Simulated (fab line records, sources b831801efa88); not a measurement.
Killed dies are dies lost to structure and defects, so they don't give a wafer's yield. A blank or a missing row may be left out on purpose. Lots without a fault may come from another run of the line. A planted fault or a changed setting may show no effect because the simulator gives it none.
fab line records | flow gf180mcu | part 2 of 2: steps 35 to 47 of 47
record lots=5 wafers=15 last_day=34
route steps=602 shown POLY_GATE@161 HV_LDD@176
lots that met no fault: from a run of the same line without faults
start_h: hours from the record's first day to the start of the lot's first wafer shown | wait_h: hours since the lot's step before | " the same as in the row above | L1.1+2: a row that stands for several wafers | - no value, or no start given | * or withheld: withheld | < > ~ a bound
route shown NAME@n: a module of which the file shows steps, and the number in the route of the first | usual: mean/standard deviation of fault-free wafers | same: alike in all rows | chamber/n: place in a boat | sites: the reading at each site | _std_site: their standard deviation | _edge_site: outer sites' mean less inner sites' | radius_mm: how far each site lies from the wafer's centre | mask NAME#n: copy n | behind: the tool/chamber that last shaped the wafer | hold: why the lot was held/for how many hours/how that ended | device: the transistor (n, p or np) that didn't switch | end of line: the same wafers' tests at the end of the route | a step without rows: its recipe alone | killed: dies lost to structure and defects at the first sort, not the wafer's yield | map: a wafer's dies, x killed, . not, _ none there
set.NAME: the setting as run; set.NAME@STEP: as run at that earlier step | model.NAME: the simulator's own value behind a step, which no gauge read
lots at some steps of the route; a table a step, a row a wafer
services: from which hour (start_h, from the record's first day; less than 0 if before it) a tool's chamber was out of use, for how many hours, and why
## steps
# step GF_HV_LDD_CD_MEAS_19
# recipe target_cd_nm=400
# usual cd_nm=399.9/2.6
# columns lot.wafer tool chamber start_h wait_h cd_nm
L075.1 cd_sem-02 - 241.85 0.1 400.2
L075.2 " - " " 402.1
L075.4 " - " " 401.3
L076.3 cd_sem-01 - 246.28 0.1 399.9
L076.4 " - " " 400.0
L076.5 " - " " 399.3
L083.4 cd_sem-01 - 319.87 0.1 396.7
L083.5 " - " " 397.8
L083.6 " - " " 398.5
L087.1 cd_sem-02 - 340.54 0.1 402.7
L087.4 " - " " 402.6
L087.6 " - " " 401.8
L097.3 cd_sem-02 - 422.39 0.1 398.7
L097.4 " - " " 402.7
L097.5 " - " " 401.5
# step GF_HV_LDD_OVL_MEAS_20
# usual HV_LDD_01_OVL=0.2/1.1
# columns lot.wafer tool chamber start_h wait_h HV_LDD_01_OVL[nm]
L075.1 overlay-02 - 241.97 0.1 -0.2
L075.2 " - " " -0.5
L075.4 " - " " -0.6
L076.3 overlay-02 - 246.37 0.1 -1.3
L076.4 " - " " -0.7
L076.5 " - " " 1.2
L083.4 overlay-01 - 319.95 0.1 0.8
L083.5 " - " " 0.7
L083.6 " - " " 1.1
L087.1 overlay-01 - 340.66 0.1 -1.3
L087.4 " - " " -1.4
L087.6 " - " " 0.6
L097.3 overlay-02 - 422.48 0.1 1.9
L097.4 " - " " 0.2
L097.5 " - " " -0.1
# step GF_HV_LDD_IMPLANT_21
# recipe species=BF2 energy_kev=25 dose_cm2=5e+13 tilt_deg=7
# columns lot.wafer tool chamber start_h wait_h
L075.1+2+4 implanter-02 0 242.01 0.0
L076.3+4+5 implanter-04 0 246.45 0.1
L083.4+5+6 implanter-02 0 320.04 0.1
L087.1+4+6 implanter-03 0 340.70 0.0
L097.3+4+5 implanter-03 0 422.56 0.1
# step GF_HV_LDD_STRIP_22
# recipe chemistry=O2/N2 power_w=1400 pressure_mtorr=1500 platen_temp_c=250 o2_flow_sccm=3000 n2_flow_sccm=300 overash_fraction=0.5
# usual drypump_motor_current_A=5.7/0.34 heater_power_w=321/52 oes_product_au=0.716/0.0048 strip_time_to_endpoint_s=12.65/0.046
# columns lot.wafer tool chamber start_h wait_h drypump_motor_current_A heater_power_w oes_product_au rf_hours_counter_h strip_time_to_endpoint_s
L075.1 plasma_asher-02 0 242.16 0.1 5.9 297 0.710 56 12.64
L075.2 " 1 " " 6.0 289 0.725 56 12.64
L075.4 " 0 " " 5.9 297 0.721 - 12.64
L076.3 plasma_asher-01 0 246.58 0.1 4.8 323 0.715 - 12.60
L076.4 " 1 " " 5.7 264 0.716 - 12.55
L076.5 " 0 " " 4.8 331 0.719 - 12.62
L083.4 plasma_asher-03 1 320.15 0.1 5.5 333 0.712 - 12.64
L083.5 " 0 " " 5.7 440 0.712 - 12.61
L083.6 " 1 " " 5.5 335 0.707 - 12.62
L087.1 plasma_asher-02 1 340.85 0.1 6.0 297 0.712 68 12.68
L087.4 " 0 " " 5.8 293 0.714 - 12.65
L087.6 " 1 " " 6.0 294 0.717 - 12.64
L097.3 plasma_asher-02 0 422.69 0.1 5.9 285 0.722 - 12.64
L097.4 " 1 " " 6.0 296 0.710 - 12.65
L097.5 " 0 " " 5.9 298 0.720 - 12.64
# step GF_HV_LDD_TW_MEAS_23
# usual HV_LDD_2_TW=1060/7
# columns lot.wafer tool chamber start_h wait_h HV_LDD_2_TW
L075.1 film_metro-02 - 242.26 0.1 1063
L075.2 " - " " 1060
L075.4 " - " " 1059
L076.3 film_metro-03 - 246.67 0.1 1046
L076.4 " - " " 1049
L076.5 " - " " 1044
L083.4 film_metro-04 - 320.25 0.1 1062
L083.5 " - " " 1063
L083.6 " - " " 1059
L087.1 film_metro-03 - 340.95 0.1 1054
L087.4 " - " " 1049
L087.6 " - " " 1054
L097.3 film_metro-04 - 422.78 0.1 1062
L097.4 " - " " 1067
L097.5 " - " " 1060
# step GF_HV_LDD_DEHYDRATE_24
# recipe temp_c=200 time_s=60
# same time_s=60
# columns lot.wafer tool chamber start_h wait_h
L075.1+2+4 litho_track-02 0 251.01 8.7
L076.3+4+5 litho_track-01 0 255.50 8.8
L083.4+5+6 litho_track-01 0 330.23 10.0
L087.1+4+6 litho_track-02 0 350.81 9.9
L097.3+4+5 litho_track-01 0 433.10 10.3
# step GF_HV_LDD_HMDS_25
# recipe prime_time_s=60 prime_temp_c=120
# columns lot.wafer tool chamber start_h wait_h
L075.1+2+4 litho_track-02 0 251.16 0.1
L076.3+4+5 litho_track-01 0 255.65 0.1
L083.4+5+6 litho_track-01 0 330.38 0.1
L087.1+4+6 litho_track-02 0 350.96 0.1
L097.3+4+5 litho_track-01 0 433.25 0.1
# step GF_HV_LDD_COAT_26
# recipe resist=NOVOLAK spin_rpm=3000 resist_thk_nm=1000
# columns lot.wafer tool chamber start_h wait_h
L075.1+2+4 litho_track-02 0 251.31 0.1
L076.3+4+5 litho_track-01 0 255.80 0.1
L083.4+5+6 litho_track-01 0 330.53 0.1
L087.1+4+6 litho_track-02 0 351.11 0.1
L097.3+4+5 litho_track-01 0 433.40 0.1
# step GF_HV_LDD_SOFTBAKE_27
# recipe temp_c=90 time_s=60 resist=NOVOLAK
# same time_s=60
# columns lot.wafer tool chamber start_h wait_h
L075.1+2+4 litho_track-02 0 251.46 0.1
L076.3+4+5 litho_track-01 0 255.95 0.1
L083.4+5+6 litho_track-01 0 330.68 0.1
L087.1+4+6 litho_track-02 0 351.26 0.1
L097.3+4+5 litho_track-01 0 433.55 0.1
# step GF_HV_LDD_EXPOSE_28
# recipe mask_id=Nplus_HV_AREA target_cd_nm=400 na=0.6 source_shape=conventional sigma_outer=0.6 dose_mj=140
# columns lot.wafer tool chamber start_h wait_h mask
L075.1+2+4 iline_stepper-02 0 - - Nplus_HV_AREA#0
L076.3+4+5 iline_stepper-02 0 - - Nplus_HV_AREA#0
L083.4+5+6 iline_stepper-01 0 - - Nplus_HV_AREA#0
L087.1+4+6 iline_stepper-01 0 - - Nplus_HV_AREA#0
L097.3+4+5 iline_stepper-01 0 - - Nplus_HV_AREA#0
# step GF_HV_LDD_PEB_29
# recipe temp_c=withheld time_s=* resist=NOVOLAK
# same time_s=*
# columns lot.wafer tool chamber start_h wait_h
L075.1+2+4 litho_track-01 0 - -
L076.3+4+5 litho_track-02 0 - -
L083.4+5+6 litho_track-01 0 - -
L087.1+4+6 litho_track-03 0 - -
L097.3+4+5 litho_track-02 0 - -
# step GF_HV_LDD_DEVELOP_30
# recipe develop_time_s=60 dev_temp_c=23
# columns lot.wafer tool chamber start_h wait_h
L075.1+2+4 litho_track-01 0 261.35 0.1
L076.3+4+5 litho_track-02 0 264.81 0.1
L083.4+5+6 litho_track-01 0 341.58 0.1
L087.1+4+6 litho_track-03 0 363.04 0.1
L097.3+4+5 litho_track-02 0 446.46 0.1
# step GF_HV_LDD_CD_MEAS_31
# recipe target_cd_nm=400
# usual cd_nm=399.5/2.5
# columns lot.wafer tool chamber start_h wait_h cd_nm
L075.1 cd_sem-02 - 261.50 0.1 401.3
L075.2 " - " " 400.0
L075.4 " - " " 400.6
L076.3 cd_sem-02 - 264.95 0.1 402.8
L076.4 " - " " 402.0
L076.5 " - " " 402.0
L083.4 cd_sem-01 - 341.71 0.1 401.1
L083.5 " - " " 400.8
L083.6 " - " " 403.2
L087.1 cd_sem-02 - 363.19 0.1 397.0
L087.4 " - " " 397.2
L087.6 " - " " 399.0
L097.3 cd_sem-01 - 446.60 0.1 402.8
L097.4 " - " " 400.4
L097.5 " - " " 401.8
## services
# columns tool chamber start_h hours kind
plasma_asher-01 - 181.76 8.1 repair
rie_si-01 1 184.21 8.9 repair
krf_scanner-02 - 208.33 1.3 pm
krf_scanner-02 - 214.55 18.7 repair
furnace-01 - 216.98 4.1 pm
krf_scanner-02 - 219.47 0.6 repair
iline_stepper-02 - 220.05 1.7 pm
furnace-01 - 221.04 3.9 pm
plasma_asher-02 - 238.69 0.7 repair
implanter-02 - 242.65 5.6 pm
iline_stepper-01 - 244.19 9.7 repair
plasma_asher-01 - 250.73 8.6 pm
rie_si-01 0 259.59 15.5 repair
iline_stepper-01 - 272.80 1.7 pm
plasma_asher-01 - 286.68 14.6 pm
rie_si-01 2 300.35 1.2 repair
iline_stepper-02 - 318.70 4.4 pm
iline_stepper-01 - 357.51 28.2 repair
implanter-02 - 401.72 153.2 pm
iline_stepper-01 - 402.85 7.5 repair
plasma_asher-02 - 416.48 2.8 pm
rie_si-01 1 422.83 5.6 repair
iline_stepper-01 - 423.25 2.1 pm
iline_stepper-02 - 438.23 1.7 pm
